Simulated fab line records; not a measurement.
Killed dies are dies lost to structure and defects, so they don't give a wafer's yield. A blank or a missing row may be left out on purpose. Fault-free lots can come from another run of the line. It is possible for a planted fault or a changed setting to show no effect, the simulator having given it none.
A lot that was struck, set against a sound lot	flow sky130	35 steps out of a route of 708
Sound: the wafers L713.2, L713.3, L713.6. Struck: wafers L720.2, L720.5, L720.6. The cause comes at the end.
For every step that has rows: the tool of each side, followed by ch and its chambers, followed by its first start. Under that, the readings that differ: sound wafers	struck wafers	difference of the means	sigmas: that difference in standard deviations of wafers without a fault.
alike: words and numbers the same on both sides, and readings whose means are apart by under 2 such deviations; not compared: readings that were withheld, readings missing a value for some wafer, numbers with overlapping values and no deviation given by the record, and bounds like >300 which may hide the same value.
The two part at a step that has a row with sigmas, a row that says differs or no value, or rows on one side only. Numbers that don't overlap but have no deviation are shown without sigmas and don't part them. Lack of a reading on every wafer of one side parts them only where that side has two or more wafers.

SKY_SD_P_CD_MEAS_07 targets a cd of 380 nm.
  sound: cd_sem-01 at day 27 21:57; struck: cd_sem-01 at day 30 01:51
  alike: cd_nm
SKY_SD_P_OVL_MEAS_08:
  sound: overlay-02 at day 27 22:04; struck: overlay-02 at day 30 01:58
  alike: SD_P_OVL
next, for these wafers, 1 step has no rows: SKY_SD_P_IMPLANT_09.
SKY_SD_P_STRIP_10: strips in O2/N2.
  sound on plasma_asher-02 ch 0,1, day 27 22:14; struck on plasma_asher-04 ch 0,1, day 30 02:08
  alike: drypump_motor_current_A, oes_product_au, strip_time_to_endpoint_s
  not compared: rf_hours_counter_h
SKY_SD_P_TW_MEAS_11:
  sound: film_metro-02 at day 27 22:21; struck: film_metro-03 at day 30 02:15
reading	sound	struck	difference	sigmas
SD_P_TW	2801 2803 2800	2835 2844 2847	+41	+3
then, 7 steps without rows for these wafers: SKY_RES_XHIGH_DEHYDRATE_00 (time 60 s); SKY_RES_XHIGH_HMDS_01 (prime time 60 s); SKY_RES_XHIGH_COAT_02 (resist thk 1140 nm); SKY_RES_XHIGH_SOFTBAKE_03 (time 60 s); SKY_RES_XHIGH_EXPOSE_04 (exposes mask URPM, target cd 1270 nm); SKY_RES_XHIGH_PEB_05; SKY_RES_XHIGH_DEVELOP_06 (develop time 60 s).
SKY_RES_XHIGH_IMPLANT_07:
  sound on implanter-01 ch 0, day 29 02:35; struck on implanter-01 ch 0, day 31 06:37
SKY_RES_XHIGH_STRIP_08: strips in O2/N2.
  sound on plasma_asher-02 ch 0,1, day 29 02:43; struck on plasma_asher-01 ch 0,1, day 31 06:52
reading	sound	struck	difference	sigmas
oes_product_au (a.u.)	0.715 0.712 0.708	0.684 0.687 0.685	-0.026	-6
strip_time_to_endpoint_s (s)	14.29 14.30 14.28	15.03 15.10 15.06	+0.77	+21
  alike: drypump_motor_current_A
  not compared: rf_hours_counter_h
SKY_RES_XHIGH_TW_MEAS_09:
  sound: film_metro-01 at day 29 02:49; struck: film_metro-01 at day 31 06:59
reading	sound	struck	difference	sigmas
RES_XHIGH_TW	1631 1633 1640	2012 1995 1999	+367	+38
then, 7 steps without rows for these wafers: SKY_SD_N_DEHYDRATE_00 (time 60 s); SKY_SD_N_HMDS_01 (prime time 60 s); SKY_SD_N_COAT_02 (resist thk 1140 nm); SKY_SD_N_SOFTBAKE_03 (time 60 s); SKY_SD_N_EXPOSE_04 (exposes mask NSDM, target cd 380 nm); SKY_SD_N_PEB_05; SKY_SD_N_DEVELOP_06 (develop time 60 s).
SKY_SD_N_CD_MEAS_07 targets a cd of 380 nm.
  sound: cd_sem-01 at day 30 06:38; struck: cd_sem-01 at day 32 10:05
  alike: cd_nm
SKY_SD_N_OVL_MEAS_08:
  sound: overlay-02 at day 30 06:44; struck: overlay-02 at day 32 10:11
  alike: SD_N_OVL
then, 2 steps without rows for these wafers: SKY_SD_N_IMPLANT_09; SKY_SD_N_IMPLANT_10.
SKY_SD_N_STRIP_11: strips in O2/N2.
  sound on plasma_asher-03 ch 0,1, day 30 07:04; struck on plasma_asher-02 ch 0,1, day 32 10:31
reading	sound	struck	difference	sigmas
strip_time_to_endpoint_s (s)	22.52 22.53 22.49	22.57 22.61 22.59	+0.08	+2
  alike: drypump_motor_current_A, oes_product_au
  not compared: rf_hours_counter_h
SKY_SD_N_TW_MEAS_12:
  sound: film_metro-03 at day 30 07:11; struck: film_metro-01 at day 32 10:38
  alike: SD_N_TW
then, 1 step without rows for these wafers: SKY_SD_N_CLEAN_13 (cleans in SC1/SC2, time 150 s).
SKY_SD_N_RTA_14: time 2 s.
  sound on rtp_anneal-02 ch 0, day 30 07:17; struck on rtp_anneal-01 ch 0, day 32 10:44
  alike: lamp_power_pct, wafer_temp_C_max
SKY_SD_N_RS_MEAS_16: measurement is done with a four-point probe.
  sound: film_metro-02 at day 30 07:28; struck: film_metro-01 at day 32 10:55
  alike: SD_N_RS
SKY_SD_N_RS_MEAS_17: measurement is done with a four-point probe.
  sound: film_metro-02 at day 30 07:35; struck: film_metro-01 at day 32 11:02
  alike: SD_P_RS
SKY_SD_N_RS_MEAS_18: measurement is done with a four-point probe.
  sound: film_metro-02 at day 30 07:43; struck: film_metro-01 at day 32 11:10
reading	sound	struck	difference	sigmas
RES_XHIGH_RS (ohm/sq)	332.9 333.0 332.9	203.7 204.2 203.7	-129.1	-99 or more
then, 1 step without rows for these wafers: SKY_SALICIDE_CLEAN_00 (cleans in HF-last, time 30 s).
-- the record jumps here: 17 days lie between the struck wafers' starts before and after (it left off in module SALICIDE and takes up again in module PAD_OPEN, whose first step shown is number 708 of the route) --
SKY_PAD_OPEN_PROBE_99:
  sound: prober-01 at day 47 16:04; struck: prober-02 at day 49 00:52
reading	sound	struck	difference	sigmas
model.etest.res_xhigh_po.line_ohm_um	5671 5808 5884	1859 1817 1838	-3950	
model.etest.res_xhigh_po.rs_ohm_sq	2006 2012 2081	663.9 649.6 636.3	-1383.1	
model.etest.res_xhigh_po.rs_ohm_sq_range	30.28 28.6 29.51	76.09 80.27 72.67	+46.88	
model.etest.res_xhigh_po.rs_ohm_sq_rim_less_centre	0.9674 1.456 -16.67	73.04 73.15 66.41	+75.62	
  alike: killed_at_M0_to_M3, killed_at_M4_up, killed_at_contacts, killed_at_front_end, killed_at_other, killed_dies, killed_on_rim, killed_open, killed_short

== WHERE THEY PART ==
Last at SKY_SD_N_RS_MEAS_18 as far as this record goes, first at SKY_SD_P_TW_MEAS_11. Later steps at which nothing parts them and some readings are alike: SKY_PAD_OPEN_PROBE_99.

WHY: what the simulator had put in
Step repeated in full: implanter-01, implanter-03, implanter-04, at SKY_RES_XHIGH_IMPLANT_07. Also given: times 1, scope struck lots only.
